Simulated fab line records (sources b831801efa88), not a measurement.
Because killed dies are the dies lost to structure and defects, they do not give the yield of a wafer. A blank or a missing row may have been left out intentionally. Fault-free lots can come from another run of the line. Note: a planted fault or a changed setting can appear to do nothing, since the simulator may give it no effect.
Matching of chambers + flow gf180mcu + cmp-01 running GF_CONTACT_CMP_04: 4 sister chambers
The step polishes SiO2. 16 wafers are shown with their chamber, then 8 later ones without.

## WAFERS PAIRED WITH THEIR CHAMBERS
| wafer  | chamber | motor_current_A (A) | time_to_endpoint_s (s) | head_pressure_psi (psi) |
|--------|---------|---------------------|------------------------|-------------------------|
| L127.1 | 0       | 10.7                | 109                    | 4.007                   |
| L127.3 | 2       | 12.5                | 105                    | 4.001                   |
| L127.5 | 0       | 10.8                | 112                    | 4.013                   |
| L128.1 | 3       | 13.6                | 119                    | 4.000                   |
| L128.4 | 2       | 11.8                | 117                    | 4.006                   |
| L128.5 | 3       | 13.9                | 122                    | 3.995                   |
| L129.1 | 1       | 11.7                | 117                    | 4.007                   |
| L129.2 | 0       | 10.2                | 113                    | 3.994                   |
| L129.3 | 3       | 14.2                | 112                    | 4.008                   |
| L134.3 | 2       | 11.9                | 117                    | 3.997                   |
| L134.4 | 1       | 11.5                | 120                    | 4.005                   |
| L134.5 | 2       | 12.4                | 117                    | 3.998                   |
| L143.1 | 1       | 12.1                | 107                    | 3.999                   |
| L143.2 | 2       | 12.6                | 110                    | 4.011                   |
| L143.5 | 3       | 13.6                | 116                    | 3.985                   |
| L144.3 | 3       | 14.1                | 115                    | 4.010                   |

SIGNATURES (averages over the wafers above)
| reading            | chamber 0 | chamber 1 | chamber 2 | chamber 3 | scatter within a chamber |
|--------------------|-----------|-----------|-----------|-----------|--------------------------|
| motor_current_A    | 10.567    | 11.767    | 12.240    | 13.880    | 0.321                    |
| time_to_endpoint_s | 111.33    | 114.67    | 113.20    | 116.80    | 4.84                     |
| head_pressure_psi  | 4.00467   | 4.00367   | 4.00260   | 3.99960   | 0.00803                  |
Rule: distance of a wafer from a chamber = root of the sum over the readings of ((wafer's reading minus chamber's mean) / reading's scatter) squared. The wafer belongs to the nearest chamber; if the next one is less than 2 further off, it can't be placed. The scatter: the root of (the sum of the squares of (reading less its chamber's mean) over the shown wafers, divided by (wafers less chambers)).

## WAFERS WITHOUT THEIR CHAMBER
| wafer  | motor_current_A (A) | time_to_endpoint_s (s) | head_pressure_psi (psi) |
|--------|---------------------|------------------------|-------------------------|
| L144.4 | 10.7                | 119                    | 4.002                   |
| L144.5 | 10.9                | 120                    | 4.011                   |
| L146.3 | 11.3                | 117                    | 3.987                   |
| L146.5 | 14.4                | 119                    | 4.009                   |
| L146.6 | 10.1                | 123                    | 4.003                   |
| L147.2 | 10.9                | 108                    | 4.016                   |
| L147.5 | 11.7                | 115                    | 3.997                   |
| L147.6 | 12.2                | 114                    | 4.000                   |

## WHICH CHAMBER EACH WENT THROUGH
| wafer  | from the rows above          | in truth |
|--------|------------------------------|----------|
| L144.4 | can't be placed: 0 or 1      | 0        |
| L144.5 | can't be placed: 0 or 1      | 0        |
| L146.3 | can't be placed: 1 or 0 or 2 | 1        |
| L146.5 | 3                            | 3        |
| L146.6 | 0                            | 0        |
| L147.2 | can't be placed: 0 or 1      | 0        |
| L147.5 | can't be placed: 1 or 2      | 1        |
| L147.6 | can't be placed: 2 or 1      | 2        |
Correct placement for 2 of the 8. Not placeable from these rows: 6 (in 6, the candidates include the true chamber). Wrongly placed: 0.
